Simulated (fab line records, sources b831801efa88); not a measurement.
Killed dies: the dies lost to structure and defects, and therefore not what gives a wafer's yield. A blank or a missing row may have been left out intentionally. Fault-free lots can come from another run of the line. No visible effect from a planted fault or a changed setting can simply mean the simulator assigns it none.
The same fault as seen by 2 desks || flow gf180mcu || numbers are kept per desk, each desk with only its own; the story behind them comes last

## METROLOGY DESK
Lot by lot, what the gauges showed, no matter which tool ran the lot: averages of those sampled wafers that carry a number. Any lot whose mean is over 4 standard deviations away from the usual mean is out of limits and marked OUT; that distance is given in the brackets.
Columns: A = LVPWELL_OVL at GF_LVPWELL_OVL_MEAS_07, usual -0.4 nm; B = cdNm at GF_HV_LDD_CD_MEAS_46, usual 400.3 nm; C = SALICIDE_TIN_RS at GF_SALICIDE_RS_MEAS_04, usual 16.4 ohm/sq
{"lot": "L130", "first seen here": "day 3 21:41", "A": -2.6, "B": 398.4, "C": 16.7}
{"lot": "L131", "first seen here": "day 4 03:41", "A": -0.6, "B": 398.1, "C": 16.7}
{"lot": "L132", "first seen here": "day 4 10:05", "A": -1.6, "B": 401.8, "C": 16.4}
{"lot": "L139", "first seen here": "day 6 01:12", "A": 0.7, "B": 396.1, "C": 15.8}
{"lot": "L140", "first seen here": "day 6 06:02", "A": -1.8, "B": 392.5, "C": 16.4}
{"lot": "L142", "first seen here": "day 6 15:51", "A": -1.5, "B": 399.3, "C": 16.6}
{"lot": "L144", "first seen here": "day 7 01:52", "A": 0.6, "B": 399.0, "C": 16.5}
{"lot": "L148", "first seen here": "day 8 02:01", "A": -0.4, "B": 400.8, "C": 16.3}
{"lot": "L149", "first seen here": "day 8 09:49", "A": 0.6, "B": 402.0, "C": 16.2}
{"lot": "L150", "first seen here": "day 8 14:05", "A": -0.9, "B": 404.2, "C": 16.6}
Finding of this desk: none of the 10 lots has anything out of limits.

## TOOL OWNER'S DESK, ilineStepper-01
The tool's own readings at GF_HV_LDD_EXPOSE_43 (exposes mask Pplus HV AREA, target cd 400 nm): means of the sampled wafers that have a number, for each lot that ran on this tool. Any lot whose mean is over 4 standard deviations away from the usual mean is out of limits and marked OUT; that distance is given in the brackets.
Columns: A = exposureDoseMJCm2 at GF_HV_LDD_EXPOSE_43, usual 140.00
{"lot": "L130", "first seen here": "day 12 02:03", "A": 140.00}
{"lot": "L132", "first seen here": "day 12 21:27", "A": 139.93}
{"lot": "L139", "first seen here": "day 15 04:34", "A": "137.52 (-19) OUT"}
{"lot": "L140", "first seen here": "day 15 09:02", "A": "137.39 (-20) OUT"}
This desk's finding: out of limits on L139, L140; first on L139, day 15 04:34 (exposureDoseMJCm2 at GF_HV_LDD_EXPOSE_43). Within limits: L130, L132.

## ALL TOGETHER
On L139, L140, at day 15 04:34, an alarm was possible from the tool owner's desk.
From the metrology desk's view, nothing was out of limits.
The metrology desk has L139, L140 on record, within its limits.
Every lot named ran GF_HV_LDD_EXPOSE_43 on ilineStepper-01.

## WHAT THE SIMULATOR HAD PUT IN
Drift in process parameters on ilineStepper-01 at GF_HV_LDD_EXPOSE_43, starting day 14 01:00. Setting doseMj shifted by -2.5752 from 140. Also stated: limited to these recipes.
Lots struck among those shown: L139, L140.
Time in hours from fault onset to the first out-of-limits reading at each desk: the tool owner's desk, 28.
